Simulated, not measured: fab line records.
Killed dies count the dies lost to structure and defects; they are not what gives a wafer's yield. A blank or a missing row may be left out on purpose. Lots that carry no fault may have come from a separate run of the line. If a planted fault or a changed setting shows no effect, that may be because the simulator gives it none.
One fault seen from 2 desks / flow sky130 / what lay behind the numbers comes last; until then each desk has only its own

== THE TOOL OWNER'S DESK: rie-diel-02 ==
The tool's own readings at SKY_VIA2_ETCH_14 (etches BARC in N2/H2, stops on SiO2, time 45.9 s, target depth 60 nm): means of the sampled wafers that have a number, for each lot that ran on this tool. If a lot's mean is further than 4 standard deviations from the usual mean, the lot is out of limits and carries the mark OUT (the distance appears in the brackets).
Columns: A = bias-w at SKY_VIA2_ETCH_14, usual 100.00 W; B = drypump-motor-current-A at SKY_VIA2_ETCH_14, usual 5.9 A; C = oes-product-au at SKY_VIA2_ETCH_14, usual 0.854 a.u.; D = throttle-valve-pct at SKY_VIA2_ETCH_14, usual 13.225 %
lot=L505; first seen here=day 36 16:13; A=100.13; B=6.1; C=0.852; D=13.221
lot=L512; first seen here=day 39 16:01; A=96.18 (-13) OUT; B=6.1; C=0.851; D=13.226
lot=L516; first seen here=day 40 10:21; A=96.11 (-13) OUT; B=6.1; C=0.854; D=13.219
lot=L524; first seen here=day 42 15:26; A=100.10; B=6.3; C=0.859; D=13.227
This desk's finding: out of limits on L512, L516; first on L512, day 39 16:01 (bias-w at SKY_VIA2_ETCH_14). In limits: L505, L524.

== FROM THE METROLOGY DESK ==
Means of the sampled wafers that have a number, per lot and without regard to the tool the lot ran on: this is what the gauges read. If a lot's mean is further than 4 standard deviations from the usual mean, the lot is out of limits and carries the mark OUT (the distance appears in the brackets).
Columns: A = VIA2_HDPCVD_THK at SKY_VIA2_THK_MEAS_01, usual 1211 nm; B = VIA2_OVL at SKY_VIA2_OVL_MEAS_13, usual -1 nm
lot=L504; first seen here=day 34 22:52; A=1227; B=1
lot=L505; first seen here=day 35 13:05; A=1207; B=1
lot=L506; first seen here=day 37 05:25; A=1207; B=1
lot=L509; first seen here=day 37 21:35; A=1219; B=-5
lot=L512; first seen here=day 38 14:47; A=1208; B=-1
lot=L516; first seen here=day 39 09:37; A=1238; B=5
lot=L520; first seen here=day 40 06:26; A=1215; B=2
lot=L521; first seen here=day 40 14:17; A=1208; B=1
lot=L523; first seen here=day 41 09:53; A=1215; B=-2
lot=L524; first seen here=day 41 15:23; A=1216; B=-1
lot=L525; first seen here=day 41 18:42; A=1216; B=-2
lot=L526; first seen here=day 42 01:27; A=1208; B=-3
This desk's verdict: no lot among the 12 shows anything out of limits.

== ALL TOGETHER ==
The tool owner's desk had the chance to raise an alarm at day 39 16:01 on L512, L516.
Metrology desk: nothing out of limits seen.
The metrology desk has L512, L516 on record, within its limits.
The lots listed all ran SKY_VIA2_ETCH_14 on rie-diel-02.

== WHAT THE SIMULATOR PUT IN ==
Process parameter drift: rie-diel-02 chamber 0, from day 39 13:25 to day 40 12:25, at SKY_VIA2_ETCH_14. Setting bias-w shifted by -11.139 from 100. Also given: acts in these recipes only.
Shown lots that were struck: L512, L516.
Each desk's first reading out of limits, in hours after the fault started: the tool owner's desk, 3.
